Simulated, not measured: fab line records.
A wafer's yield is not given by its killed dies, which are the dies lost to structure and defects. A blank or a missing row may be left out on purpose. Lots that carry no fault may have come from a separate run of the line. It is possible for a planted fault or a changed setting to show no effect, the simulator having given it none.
fab line records	flow gf180mcu
record lots=12	wafers=36	last_day=34
route steps=602 shown STI@4 HV_LDD@223
lots untouched by any fault: they come from a run of this same line in which no faults occurred
start_h: the number of hours between the record's first day and the start of the first shown wafer of the lot	wait_h: hours elapsed since this lot's preceding step	" same as the row above	L1.1+2: a single row standing in for several wafers	- no value, or no start given	* or withheld: withheld	< > ~ a bound
route shown NAME@n: names a module that has steps shown in the file, with the first one's number in the route	usual: average and standard deviation across the fault-free wafers	same: alike in all rows	chamber/n: place in a boat	sites: the reading at each site	_std_site: the standard deviation of these	_edge_site: inner sites' mean taken away from outer sites' mean	radius_mm: how far each site lies from the wafer's centre	mask NAME#n: copy n	behind: the most recent tool/chamber to have shaped the wafer	hold: why the lot was held/for how many hours/how that ended	device: whichever transistor did not switch (one of n, p or np)	end of line: the route-end tests of the same wafers	a step with no rows: only its recipe	killed: count of dies lost to structure and defects at first sort (not the wafer's yield)	map: the dies of a wafer, with x for killed, . for not killed, _ for no die there
set.NAME: the setting as run; set.NAME@STEP: as run at that earlier step	model.NAME: the simulator's own value behind a step, which no gauge read
the route's steps for a sample of lots (tables are steps, rows are wafers)
services: when a tool's chamber went out of use (start_h, in hours from the record's first day, below 0 if earlier), for how many hours, and the reason
## steps
# step GF_STI_CVD_03
# recipe material=Si3N4	precursor=DCS/NH3	target_thk_nm=207.16	temp_c=770	time_s=3551	pressure_mtorr=250
# usual pressure_mtorr=249.9/0.54	spike_tc_centre_C=770.4/1.1	spike_tc_lower_C=770.9/1.5	spike_tc_upper_C=769.7/1.1	zone_power_centre_pct=14.1/1.8	zone_power_lower_pct=11.6/0.59	zone_power_upper_pct=12.9/0.68
lot.wafer	tool	chamber	start_h	wait_h	pressure_mtorr	spike_tc_centre_C	spike_tc_lower_C	spike_tc_upper_C	zone_power_centre_pct	zone_power_lower_pct	zone_power_upper_pct
L632.2	lpcvd-02	1	11.57	0.0	249.5	770.4	768.5	771.4	16.9	12.5	14.0
L632.5	"	1	"	"	249.4	771.1	769.8	768.9	16.5	12.3	13.9
L632.6	"	1	"	"	249.5	770.0	768.4	767.8	16.7	11.9	14.2
L633.2	lpcvd-01	0	17.17	0.3	249.5	769.2	771.2	768.6	12.6	10.9	12.5
L633.3	"	0	"	"	249.3	770.3	772.4	770.8	12.6	11.0	12.4
L633.4	"	0	"	"	249.8	768.3	772.4	768.4	12.6	11.1	12.4
L634.1	lpcvd-02	1	21.99	0.1	251.0	770.8	771.3	770.1	16.6	12.2	13.9
L634.2	"	1	"	"	250.8	771.6	769.3	771.1	16.7	12.2	13.8
L634.4	"	1	"	"	250.4	771.4	767.5	771.2	17.1	12.4	14.0
L635.1	lpcvd-02	1	28.91	0.1	249.3	771.1	768.6	769.7	17.0	12.3	13.9
L635.4	"	1	"	"	248.8	771.7	767.4	771.3	16.8	12.5	13.7
L635.5	"	1	"	"	248.7	770.9	770.9	769.8	16.7	12.1	14.1
L636.2	lpcvd-02	0	31.86	0.0	249.9	771.6	770.8	770.6	14.2	11.4	12.5
L636.5	"	0	"	"	249.6	770.3	771.3	772.2	14.0	11.5	12.7
L636.6	"	0	"	"	250.2	768.7	771.7	770.7	14.1	11.5	12.4
L637.4	lpcvd-01	0	36.57	0.0	249.8	769.9	772.8	770.2	12.5	10.9	12.4
L637.5	"	0	"	"	249.2	769.7	772.6	769.3	12.8	11.1	12.4
L637.6	"	0	"	"	249.9	770.8	773.0	770.1	12.3	11.0	12.3
L638.2	lpcvd-02	1	43.48	1.3	250.4	771.2	768.4	769.6	17.0	12.4	14.0
L638.3	"	1	"	"	250.4	770.6	770.8	770.8	16.9	12.3	13.9
L638.4	"	1	"	"	250.1	771.3	768.4	769.5	17.2	12.2	14.1
L644.4	lpcvd-01	1	71.69	0.1	300.6	768.6	770.7	770.2	12.3	12.6	13.8
L644.5	"	1	"	"	300.3	769.3	771.2	770.2	12.4	12.6	13.8
L644.6	"	1	"	"	301.2	769.5	771.1	770.4	12.3	12.5	13.3
L648.2	lpcvd-01	0	91.75	0.0	249.6	772.2	771.7	767.7	12.6	10.8	12.4
L648.3	"	0	"	"	250.3	770.6	771.7	770.4	12.8	10.9	12.2
L648.5	"	0	"	"	250.2	769.6	772.5	770.1	12.6	10.9	12.5
L651.4	lpcvd-02	0	106.84	0.0	250.2	770.6	769.9	769.0	14.2	11.6	12.6
L651.5	"	0	"	"	249.9	770.7	769.1	768.6	14.4	11.3	12.3
L651.6	"	0	"	"	250.0	770.9	770.9	770.2	14.4	11.5	12.6
L654.1	lpcvd-02	0	121.62	0.1	249.1	772.5	771.3	770.6	14.3	11.4	12.4
L654.2	"	0	"	"	249.8	770.3	770.8	770.0	14.2	11.5	12.6
L654.3	"	0	"	"	248.6	772.1	772.0	772.0	14.2	11.3	12.7
L655.4	lpcvd-02	1	126.57	0.0	250.2	771.9	770.5	768.2	16.6	12.1	13.9
L655.5	"	1	"	"	250.5	770.7	768.1	770.5	17.0	12.4	14.1
L655.6	"	1	"	"	250.5	770.6	769.3	768.2	16.8	12.3	13.8
# step GF_STI_THK_MEAS_04
# recipe reads=Si3N4_of_STI_CVD_03
# usual STI_CVD_03_THK=207.1/1.8
lot.wafer	tool	chamber	start_h	wait_h	STI_CVD_03_THK[nm]
L632.2	film_metro-01	-	14.56	0.0	207.8
L632.5	"	-	"	"	208.2
L632.6	"	-	"	"	205.6
L633.2	film_metro-01	-	20.16	0.0	207.8
L633.3	"	-	"	"	206.6
L633.4	"	-	"	"	207.1
L634.1	film_metro-02	-	23.98	0.0	209.2
L634.2	"	-	"	"	207.1
L634.4	"	-	"	"	206.4
L635.1	film_metro-04	-	30.89	0.0	206.0
L635.4	"	-	"	"	208.3
L635.5	"	-	"	"	207.7
L636.2	film_metro-01	-	33.85	0.0	205.2
L636.5	"	-	"	"	206.5
L636.6	"	-	"	"	207.1
L637.4	film_metro-04	-	38.59	0.0	206.1
L637.5	"	-	"	"	208.0
L637.6	"	-	"	"	207.8
L638.2	film_metro-04	-	45.48	0.0	204.6
L638.3	"	-	"	"	205.8
L638.4	"	-	"	"	204.8
L644.4	film_metro-01	-	73.71	0.0	218.9
L644.5	"	-	"	"	218.1
L644.6	"	-	"	"	219.2
L648.2	film_metro-01	-	93.74	0.0	210.4
L648.3	"	-	"	"	209.2
L648.5	"	-	"	"	211.1
L651.4	film_metro-02	-	108.86	0.0	206.9
L651.5	"	-	"	"	205.3
L651.6	"	-	"	"	207.3
L654.1	film_metro-01	-	123.61	0.0	206.7
L654.2	"	-	"	"	206.1
L654.3	"	-	"	"	205.1
L655.4	film_metro-01	-	128.59	0.0	202.4
L655.5	"	-	"	"	204.3
L655.6	"	-	"	"	202.0
# step GF_STI_ETCH_13
# recipe chemistry=CHF3/O2	stop_on=Si	over_etch_frac=0.3	target_depth_a=2823.1	source_w=600	bias_w=200	pressure_mtorr=40	chf3_flow_sccm=50	O2_flow_sccm=5	time_s=112.9
# usual drypump_motor_current_A=5.8/0.44	oes_product_au=0.833/0.0057	throttle_valve_pct=8.809/0.0094
lot.wafer	tool	chamber	start_h	wait_h	drypump_motor_current_A	oes_product_au	rf_hours_counter_h	throttle_valve_pct
L632.2	rie_diel-03	0	26.11	0.1	5.3	0.835	118	8.815
L632.5	"	1	"	"	5.6	0.845	-	8.821
L632.6	"	0	"	"	5.3	0.829	-	8.813
L633.2	rie_diel-03	1	31.51	0.1	5.6	0.838	8	8.790
L633.3	"	3	"	"	5.1	0.838	149	8.807
L633.4	"	0	"	"	5.3	0.831	119	8.808
L634.1	rie_diel-01	0	35.56	0.1	5.9	0.830	35	8.799
L634.2	"	3	"	"	6.1	0.835	126	8.812
L634.4	"	2	"	"	6.3	0.831	38	8.801
L635.1	rie_diel-01	1	42.89	0.1	6.0	0.842	6	8.821
L635.4	"	2	"	"	6.3	0.840	39	8.797
L635.5	"	0	"	"	6.0	0.834	-	8.815
L636.2	rie_diel-02	1	45.99	0.1	5.6	0.831	8	8.812
L636.5	"	1	"	"	5.6	0.830	-	8.804
L636.6	"	0	"	"	5.7	0.834	-	8.817
L637.4	rie_diel-01	0	51.39	0.0	6.0	0.834	35	8.814
L637.5	"	1	"	"	6.0	0.826	-	8.824
L637.6	"	0	"	"	6.0	0.828	-	8.827
L638.2	rie_diel-03	2	58.11	0.1	6.3	0.831	41	8.804
L638.3	"	0	"	"	5.3	0.829	119	8.805
L638.4	"	3	"	"	5.1	0.834	149	8.806
L644.4	rie_diel-03	1	87.39	0.0	5.7	0.863	9	8.811
L644.5	"	1	"	"	5.6	0.855	-	8.831
L644.6	"	0	"	"	5.3	0.860	-	8.809
L648.2	rie_diel-01	3	107.89	0.1	6.1	0.838	127	8.809
L648.3	"	1	"	"	6.0	0.842	8	8.800
L648.5	"	0	"	"	6.0	0.833	-	8.819
L651.4	rie_diel-03	1	123.04	0.0	5.6	0.835	10	8.800
L651.5	"	0	"	"	5.3	0.834	-	8.804
L651.6	"	1	"	"	5.6	0.838	-	8.812
L654.1	rie_diel-03	0	138.89	0.1	5.3	0.829	122	8.810
L654.2	"	2	"	"	6.3	0.824	44	8.806
L654.3	"	1	"	"	5.6	0.821	10	8.805
L655.4	rie_diel-02	1	143.49	0.0	5.6	0.820	11	8.802
L655.5	"	2	"	"	6.4	0.839	-	8.820
L655.6	"	1	"	"	5.6	0.824	-	8.780
# step GF_HV_LDD_OVL_MEAS_47
# usual HV_LDD_03_OVL=-0.6/1.4
lot.wafer	tool	chamber	start_h	wait_h	HV_LDD_03_OVL[nm]
L632.2	overlay-01	-	273.16	0.1	1.3
L632.5	"	-	"	"	0.4
L632.6	"	-	"	"	-0.7
L633.2	overlay-02	-	278.91	0.1	-1.9
L633.3	"	-	"	"	-1.4
L633.4	"	-	"	"	1.3
L634.1	overlay-01	-	283.41	0.1	-0.9
L634.2	"	-	"	"	-2.3
L634.4	"	-	"	"	-1.1
L635.1	overlay-02	-	296.76	0.1	0.3
L635.4	"	-	"	"	0.7
L635.5	"	-	"	"	2.1
L636.2	overlay-01	-	306.11	0.1	-1.1
L636.5	"	-	"	"	-1.0
L636.6	"	-	"	"	-2.1
L637.4	overlay-01	-	318.37	0.1	-3.0
L637.5	"	-	"	"	-3.2
L637.6	"	-	"	"	-2.8
L638.2	overlay-01	-	322.46	0.1	-1.5
L638.3	"	-	"	"	-0.2
L638.4	"	-	"	"	-0.8
L644.4	overlay-02	-	369.42	0.1	0.3
L644.5	"	-	"	"	-0.7
L644.6	"	-	"	"	0.9
L648.2	overlay-01	-	402.31	0.1	-0.8
L648.3	"	-	"	"	-0.4
L648.5	"	-	"	"	-0.5
L651.4	overlay-01	-	424.87	0.1	-0.3
L651.5	"	-	"	"	-2.5
L651.6	"	-	"	"	-2.7
L654.1	overlay-01	-	448.10	0.1	-2.5
L654.2	"	-	"	"	-2.7
L654.3	"	-	"	"	-1.4
L655.4	overlay-01	-	458.57	0.1	-0.7
L655.5	"	-	"	"	3.4
L655.6	"	-	"	"	0.5
# step GF_HV_LDD_RS_MEAS_53
# recipe thk_meas_gauge=four-point-probe
# usual HV_LDD_RS=418.3/0.84
lot.wafer	tool	chamber	start_h	wait_h	HV_LDD_RS[ohm/sq]
L632.2	film_metro-02	-	273.64	0.1	418.7
L632.5	"	-	"	"	418.8
L632.6	"	-	"	"	419.2
L633.2	film_metro-03	-	279.39	0.1	417.2
L633.3	"	-	"	"	418.6
L633.4	"	-	"	"	416.8
L634.1	film_metro-03	-	283.87	0.1	417.2
L634.2	"	-	"	"	417.4
L634.4	"	-	"	"	417.7
L635.1	film_metro-03	-	297.22	0.1	418.1
L635.4	"	-	"	"	419.3
L635.5	"	-	"	"	417.6
L636.2	film_metro-03	-	306.59	0.1	418.2
L636.5	"	-	"	"	418.3
L636.6	"	-	"	"	418.6
L637.4	film_metro-03	-	318.88	0.1	419.9
L637.5	"	-	"	"	419.6
L637.6	"	-	"	"	419.4
L638.2	film_metro-02	-	322.94	0.1	419.1
L638.3	"	-	"	"	420.1
L638.4	"	-	"	"	419.1
L644.4	film_metro-02	-	369.93	0.1	418.5
L644.5	"	-	"	"	418.6
L644.6	"	-	"	"	418.7
L648.2	film_metro-03	-	402.79	0.1	417.0
L648.3	"	-	"	"	418.5
L648.5	"	-	"	"	417.8
L651.4	film_metro-02	-	425.38	0.1	418.8
L651.5	"	-	"	"	418.6
L651.6	"	-	"	"	418.2
L654.1	film_metro-02	-	448.60	0.1	421.0
L654.2	"	-	"	"	420.0
L654.3	"	-	"	"	418.2
L655.4	film_metro-03	-	459.08	0.1	419.6
L655.5	"	-	"	"	418.4
L655.6	"	-	"	"	419.4
# step GF_HV_LDD_THK_MEAS_57
# recipe reads=Si3N4_of_HV_LDD_CVD_56
# usual HV_LDD_CVD_56_THK=89.9/0.78
lot.wafer	tool	chamber	start_h	wait_h	HV_LDD_CVD_56_THK[nm]
L632.2	film_metro-04	-	276.26	0.0	89.4
L632.5	"	-	"	"	89.0
L632.6	"	-	"	"	88.4
L633.2	film_metro-04	-	282.01	0.0	91.2
L633.3	"	-	"	"	91.1
L633.4	"	-	"	"	91.6
L634.1	film_metro-02	-	286.50	0.0	91.2
L634.2	"	-	"	"	91.0
L634.4	"	-	"	"	90.5
L635.1	film_metro-02	-	301.27	0.0	89.3
L635.4	"	-	"	"	90.0
L635.5	"	-	"	"	88.9
L636.2	film_metro-03	-	309.21	0.0	90.0
L636.5	"	-	"	"	90.1
L636.6	"	-	"	"	89.0
L637.4	film_metro-02	-	321.48	0.0	89.9
L637.5	"	-	"	"	90.1
L637.6	"	-	"	"	89.7
L638.2	film_metro-03	-	325.56	0.0	88.5
L638.3	"	-	"	"	88.9
L638.4	"	-	"	"	89.5
L644.4	film_metro-02	-	372.53	0.0	89.5
L644.5	"	-	"	"	89.5
L644.6	"	-	"	"	89.2
L648.2	film_metro-02	-	405.41	0.0	90.0
L648.3	"	-	"	"	89.4
L648.5	"	-	"	"	89.1
L651.4	film_metro-04	-	427.98	0.0	90.8
L651.5	"	-	"	"	90.3
L651.6	"	-	"	"	90.2
L654.1	film_metro-02	-	451.23	0.0	89.7
L654.2	"	-	"	"	90.2
L654.3	"	-	"	"	90.0
L655.4	film_metro-03	-	461.68	0.0	89.5
L655.5	"	-	"	"	88.9
L655.6	"	-	"	"	90.2
## services
tool	chamber	start_h	hours	kind
rie_diel-01	2	-5.02	7.6	repair
rie_diel-03	1	-2.34	1.6	repair
rie_diel-02	-	14.44	14.6	pm
rie_diel-03	-	24.61	0.2	repair
lpcvd-02	-	47.58	2.8	pm
rie_diel-03	1	66.03	12.3	repair
rie_diel-03	2	66.50	2.4	repair
rie_diel-01	2	73.27	14.1	repair
rie_diel-01	1	79.48	2.5	repair
lpcvd-02	-	84.05	3.7	repair
lpcvd-02	-	97.51	1.4	repair
rie_diel-01	-	110.84	14.6	pm
rie_diel-02	2	131.33	5.3	repair
lpcvd-01	-	141.57	1.6	repair
## key
first_sign step=GF_STI_CVD_03	reading=pressure_mtorr	direction=up	sigmas=94	usual=249.9	struck=300.7
effect step=GF_STI_THK_MEAS_04	reading=STI_CVD_03_THK	direction=up	sigmas=6.5	usual=207.1	struck=218.8
effect step=GF_STI_ETCH_13	reading=oes_product_au	direction=up	sigmas=4.7	usual=0.833	struck=0.860
met_at GF_STI_CVD_03
struck_lots L644
struck_wafers L644.4,L644.5,L644.6
tester_left_out L644
not_acting_at GF_HV_LDD_OVL_MEAS_47,GF_HV_LDD_RS_MEAS_53,GF_HV_LDD_THK_MEAS_57
fault kind=process_parameter_drift	tool=lpcvd-01	chamber=1	onset_h=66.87	steps=GF_STI_CVD_03	channel=pressure_mtorr	offset=50	shape=step	end_h=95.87	acts_in=these_recipes_only	stated=250
# tester_left_out: of these lots the tester's yield and bins aren't shown, on N5 and GAA mostly nor the transistor test; their killed dies are dies lost to structure and defects alone, not to doping, threshold or leakage, so they don't give the yield
